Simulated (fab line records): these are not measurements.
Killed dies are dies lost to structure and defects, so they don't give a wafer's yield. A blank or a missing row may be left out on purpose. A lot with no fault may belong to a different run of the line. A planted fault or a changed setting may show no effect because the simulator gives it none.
Struck lot and sound lot, side by side / flow sky130 / 17 out of 708 route steps
Sound: wafers L541.1, L541.3, L541.6. Struck: wafers L545.5, L545.6 (left out: L545.1, a lot-mate that was not struck); the cause follows at the end.
Per side, at each step with rows, come the tool, then ch with its chambers, and then its first start. Under that, the readings that differ: sound wafers / struck wafers / difference of the means / sigmas: that difference in standard deviations of wafers without a fault.
alike: readings whose means differ by less than 2 such deviations, and words and numbers that are the same on both sides. not compared: withheld readings, readings that some wafer has no value for, bounds like >300 that may hide the same value, and numbers for which the record gives no deviation and whose values overlap.
The two part at a step that has a row with sigmas, a row that says differs or no value, or rows on one side only. When numbers do not overlap yet have no deviation, they are printed without sigmas and do not part them. A reading that every wafer of one side lacks parts them only if that side has two wafers or more.

first, 2 steps without rows for these wafers: SKY_LOCAL_INTERCONNECT_PEB_09; SKY_LOCAL_INTERCONNECT_DEVELOP_10 (develop time 60 s).
SKY_LOCAL_INTERCONNECT_CD_MEAS_11 targets a cd of 170 nm.
  sound on cd_sem-01 at day 30 20:28; struck on cd_sem-01 at day 32 05:03
  alike: cd_nm
SKY_LOCAL_INTERCONNECT_OVL_MEAS_12:
  sound on overlay-01 at day 30 20:35; struck on overlay-01 at day 32 05:10
  alike: LOCAL_INTERCONNECT_OVL
SKY_LOCAL_INTERCONNECT_ETCH_13: etches BARC in N2/H2, stops on SiO2, time 45.9 s, target depth 60 nm.
  sound on rie_metal-01 ch 0,1, day 30 20:38; struck on rie_metal-03 ch 0,1, day 32 05:12
  alike: chamber_pressure_mTorr, drypump_motor_current_A, oes_product_au, throttle_valve_pct
  not compared: rf_hours_counter_h
SKY_LOCAL_INTERCONNECT_METAL_ETCH_14: etches TiN in Cl2/BCl3, stops on PSG, target depth 110 nm, time 31.4 s.
  sound on rie_metal-01 ch 0,1, day 30 20:41; struck on rie_metal-03 ch 0,1, day 32 05:16
  alike: chamber_pressure_mTorr, drypump_motor_current_A, oes_product_au, throttle_valve_pct
  not compared: rf_hours_counter_h
SKY_LOCAL_INTERCONNECT_STRIP_15: strips in O2/N2.
  sound on plasma_asher-02 ch 0,1, day 30 20:44; struck on plasma_asher-04 ch 0,1, day 32 05:19
  alike: chamber_pressure_mTorr, drypump_motor_current_A, oes_product_au, strip_time_to_endpoint_s
  not compared: rf_hours_counter_h
then, 3 steps without rows for these wafers: SKY_LOCAL_INTERCONNECT_STRIP_16 (strips in post etch residue remover, time 1200 s); SKY_LOCAL_INTERCONNECT_CLEAN_17 (cleans in IPA, time 180 s); SKY_LOCAL_INTERCONNECT_CLEAN_18 (cleans in O3/DIW).
SKY_CONTACT_CVD_00: deposits Si3N4, target thk 75 nm.
  sound on pecvd-04 ch 1,2, day 30 21:22; struck on pecvd-03 ch 0,1, day 32 05:57
  alike: heater_power_w
SKY_CONTACT_THK_MEAS_01:
  sound on film_metro-04 at day 30 21:24; struck on film_metro-01 at day 32 05:59
  alike: CONTACT_CVD_00_THK
SKY_CONTACT_HDPCVD_02: deposits SiO2, target thk 565 nm, time 94.2 s.
  sound on hdpcvd-01 ch 1,2, day 30 21:28; struck on hdpcvd-01 ch 0,1, day 32 06:03
reading=model.SiO2_of_CONTACT_HDPCVD_02.thk_nm (nm); sound=560.3 557.5 561.4; struck=764.8 753.4; difference=+199.4; sigmas=
SKY_CONTACT_THK_MEAS_03:
  sound on film_metro-01 at day 30 21:32; struck on film_metro-04 at day 32 06:20
reading=CONTACT_HDPCVD_THK (nm); sound=560 557 561; struck=764 754; difference=+200; sigmas=+32
  not compared: hold
SKY_CONTACT_CMP_04: polishes SiO2.
  sound on cmp-01 ch 0,3, day 30 21:35; struck on cmp-02 ch 0,3, day 32 11:50
reading=hold; sound=- - -; struck=await_dispo/5.4h/release await_dispo/5.4h/release; difference=no value on the sound wafers; sigmas=
reading=time_to_endpoint_s (s); sound=73 80 79; struck=153 143; difference=+71; sigmas=+16
  alike: motor_current_A, retaining_ring_pressure_frac
SKY_CONTACT_BOW_MEAS_05:
  sound on film_metro-02 at day 30 21:53; struck on film_metro-01 at day 32 12:05
  alike: CONTACT_BOW
-- the record jumps here: 15 days lie between the struck wafers' starts before and after (it left off in module CONTACT and takes up again in module PAD_OPEN, whose first step shown is number 708 of the route) --
SKY_PAD_OPEN_PROBE_99:
  sound on prober-01 at day 46 02:23; struck on prober-01 at day 47 01:22
  alike: killed_at_M0_to_M3, killed_at_M4_up, killed_at_contacts, killed_at_front_end, killed_at_other, killed_dies, killed_open, killed_short

== WHERE THEY PART ==
Earliest at SKY_CONTACT_THK_MEAS_03; latest, in this record, at SKY_CONTACT_CMP_04. Later steps at which nothing parts them and some readings are alike: SKY_CONTACT_BOW_MEAS_05, SKY_PAD_OPEN_PROBE_99.

WHY: whatever the simulator had introduced
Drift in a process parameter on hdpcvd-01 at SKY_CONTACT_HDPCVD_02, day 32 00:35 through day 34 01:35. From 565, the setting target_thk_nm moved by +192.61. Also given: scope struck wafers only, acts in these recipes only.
